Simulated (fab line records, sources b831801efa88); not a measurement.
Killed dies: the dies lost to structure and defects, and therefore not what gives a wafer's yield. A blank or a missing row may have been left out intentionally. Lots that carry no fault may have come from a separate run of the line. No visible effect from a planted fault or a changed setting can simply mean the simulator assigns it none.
The tool behind it: which one? / flow sky130 / 12 lots with 35 wafers sampled at 3 steps, on a route of 708 steps

WHAT THE GAUGES READ, wafer by wafer
SKY_VIA3_THK_MEAS_01. Usual: VIA3_HDPCVD_THK typically reads 1629 nm, with standard deviation 15.
lot=L904; measured=day 38 13:07; on=film_metro-03; VIA3_HDPCVD_THK (nm)=1620 1634 1642; flag=
lot=L906; measured=day 39 06:27; on=film_metro-03; VIA3_HDPCVD_THK (nm)=1646 1643 1635; flag=
lot=L907; measured=day 40 00:49; on=film_metro-03; VIA3_HDPCVD_THK (nm)=1625 1605 1638; flag=
lot=L910; measured=day 40 02:22; on=film_metro-04; VIA3_HDPCVD_THK (nm)=1621 1633 1621; flag=
lot=L913; measured=day 41 02:49; on=film_metro-02; VIA3_HDPCVD_THK (nm)=1113 1127; flag=OFF
lot=L921; measured=day 43 13:44; on=film_metro-03; VIA3_HDPCVD_THK (nm)=1614 1608 1622; flag=
lot=L922; measured=day 43 16:04; on=film_metro-03; VIA3_HDPCVD_THK (nm)=1593 1619 1609; flag=
lot=L923; measured=day 44 03:48; on=film_metro-03; VIA3_HDPCVD_THK (nm)=1649 1626 1627; flag=
lot=L924; measured=day 44 06:19; on=film_metro-04; VIA3_HDPCVD_THK (nm)=1645 1629 1626; flag=
lot=L925; measured=day 44 06:13; on=film_metro-02; VIA3_HDPCVD_THK (nm)=1629 1604 1623; flag=
lot=L926; measured=day 44 13:16; on=film_metro-03; VIA3_HDPCVD_THK (nm)=1639 1632 1650; flag=
lot=L927; measured=day 44 17:22; on=film_metro-02; VIA3_HDPCVD_THK (nm)=1652 1645 1661; flag=

EACH LOT AND THE TOOL THAT RAN IT (in order: tool; ch and the chambers of the sampled wafers; start)
lot=L904; SKY_METAL1_STRIP_20=plasma_asher-01 ch 0,1, day 32 16:56; SKY_VIA3_HDPCVD_00=hdpcvd-01 ch 0,2, day 38 12:57
lot=L906; SKY_METAL1_STRIP_20=plasma_asher-04 ch 0,1, day 33 15:06; SKY_VIA3_HDPCVD_00=hdpcvd-01 ch 0,2, day 39 06:16
lot=L907; SKY_METAL1_STRIP_20=plasma_asher-04 ch 0,1, day 34 08:31; SKY_VIA3_HDPCVD_00=hdpcvd-01 ch 0,1,2, day 40 00:39
lot=L910; SKY_METAL1_STRIP_20=plasma_asher-02 ch 0,1, day 34 11:34; SKY_VIA3_HDPCVD_00=hdpcvd-02 ch 0,1, day 40 02:10
lot=L913; SKY_METAL1_STRIP_20=plasma_asher-01 ch 0,1, day 35 12:38; SKY_VIA3_HDPCVD_00=hdpcvd-02 ch 0,1, day 41 02:41
lot=L921; SKY_METAL1_STRIP_20=plasma_asher-04 ch 0,1, day 38 07:22; SKY_VIA3_HDPCVD_00=hdpcvd-01 ch 1,2, day 43 13:29
lot=L922; SKY_METAL1_STRIP_20=plasma_asher-02 ch 0,1, day 38 10:49; SKY_VIA3_HDPCVD_00=hdpcvd-02 ch 0,2, day 43 15:53
lot=L923; SKY_METAL1_STRIP_20=plasma_asher-01 ch 1, day 38 20:32; SKY_VIA3_HDPCVD_00=hdpcvd-01 ch 0,2, day 44 03:38
lot=L924; SKY_METAL1_STRIP_20=plasma_asher-01 ch 0,1, day 38 21:59; SKY_VIA3_HDPCVD_00=hdpcvd-01 ch 1,2, day 44 06:08
lot=L925; SKY_METAL1_STRIP_20=plasma_asher-01 ch 0,1, day 38 23:25; SKY_VIA3_HDPCVD_00=hdpcvd-02 ch 1,2, day 44 06:03
lot=L926; SKY_METAL1_STRIP_20=plasma_asher-04 ch 0, day 39 07:08; SKY_VIA3_HDPCVD_00=hdpcvd-01 ch 0,2, day 44 13:06
lot=L927; SKY_METAL1_STRIP_20=plasma_asher-02 ch 0,1, day 39 13:52; SKY_VIA3_HDPCVD_00=hdpcvd-01 ch 0,1,2, day 44 17:11
- SKY_METAL1_STRIP_20: strips in O2/N2.
- SKY_VIA3_HDPCVD_00: deposits SiO2, target thk 1635 nm, time 272.5 s.

WHAT THE TOOLS THEMSELVES READ (means of the sampled wafers that have a number; where no wafer has one, the mark that the record gives instead)
SKY_METAL1_STRIP_20. Usual: drypump_motor_current_A 5.5 A, standard deviation 0.34; oes_product_au 0.345 a.u., standard deviation 0.0048; strip_time_to_endpoint_s 2.72 s, standard deviation 0.038.
lot=L904; tool=plasma_asher-01; drypump_motor_current_A (A)=5.8; oes_product_au (a.u.)=0.346; strip_time_to_endpoint_s (s)=2.70; flag=
lot=L906; tool=plasma_asher-04; drypump_motor_current_A (A)=5.4; oes_product_au (a.u.)=0.348; strip_time_to_endpoint_s (s)=2.76; flag=
lot=L907; tool=plasma_asher-04; drypump_motor_current_A (A)=5.3; oes_product_au (a.u.)=0.340; strip_time_to_endpoint_s (s)=2.64; flag=
lot=L910; tool=plasma_asher-02; drypump_motor_current_A (A)=4.8; oes_product_au (a.u.)=0.342; strip_time_to_endpoint_s (s)=2.72; flag=
lot=L913; tool=plasma_asher-01; drypump_motor_current_A (A)=5.8; oes_product_au (a.u.)=0.349; strip_time_to_endpoint_s (s)=2.76; flag=
lot=L921; tool=plasma_asher-04; drypump_motor_current_A (A)=5.4; oes_product_au (a.u.)=0.341; strip_time_to_endpoint_s (s)=2.68; flag=
lot=L922; tool=plasma_asher-02; drypump_motor_current_A (A)=4.8; oes_product_au (a.u.)=0.345; strip_time_to_endpoint_s (s)=2.74; flag=
lot=L923; tool=plasma_asher-01; drypump_motor_current_A (A)=5.7; oes_product_au (a.u.)=0.339; strip_time_to_endpoint_s (s)=2.64; flag=
lot=L924; tool=plasma_asher-01; drypump_motor_current_A (A)=5.7; oes_product_au (a.u.)=0.347; strip_time_to_endpoint_s (s)=2.69; flag=
lot=L925; tool=plasma_asher-01; drypump_motor_current_A (A)=5.8; oes_product_au (a.u.)=0.345; strip_time_to_endpoint_s (s)=2.70; flag=
lot=L926; tool=plasma_asher-04; drypump_motor_current_A (A)=5.5; oes_product_au (a.u.)=0.345; strip_time_to_endpoint_s (s)=2.71; flag=
lot=L927; tool=plasma_asher-02; drypump_motor_current_A (A)=4.8; oes_product_au (a.u.)=0.344; strip_time_to_endpoint_s (s)=2.70; flag=

THE ANSWER, worked out from the rows above alone
Rule: take the mean of a lot's wafers that have a number; if it is more than 3 standard deviations from the usual mean, the lot is off. A lot without any number at a reading at which 4 lots or more have one is off too. All remaining lots with rows at the step are treated as sound. After the gauges, taken in route order, come the tools' own readings; for these a lot's mean is taken, as printed above. At the first step where some lot is off, the reading lying furthest off is the one used; lots without a number count as furthest.
Off: at SKY_VIA3_THK_MEAS_01 (VIA3_HDPCVD_THK), L913.
If a tool, at a process step before that reading, ran all the lots that are off and no sound lot after the first of them, it fits. Gauges at SKY_VIA3_THK_MEAS_01: tried the same way as those tools. No candidate that was tried fits.

WHAT HAD BEEN PUT IN BY THE SIMULATOR
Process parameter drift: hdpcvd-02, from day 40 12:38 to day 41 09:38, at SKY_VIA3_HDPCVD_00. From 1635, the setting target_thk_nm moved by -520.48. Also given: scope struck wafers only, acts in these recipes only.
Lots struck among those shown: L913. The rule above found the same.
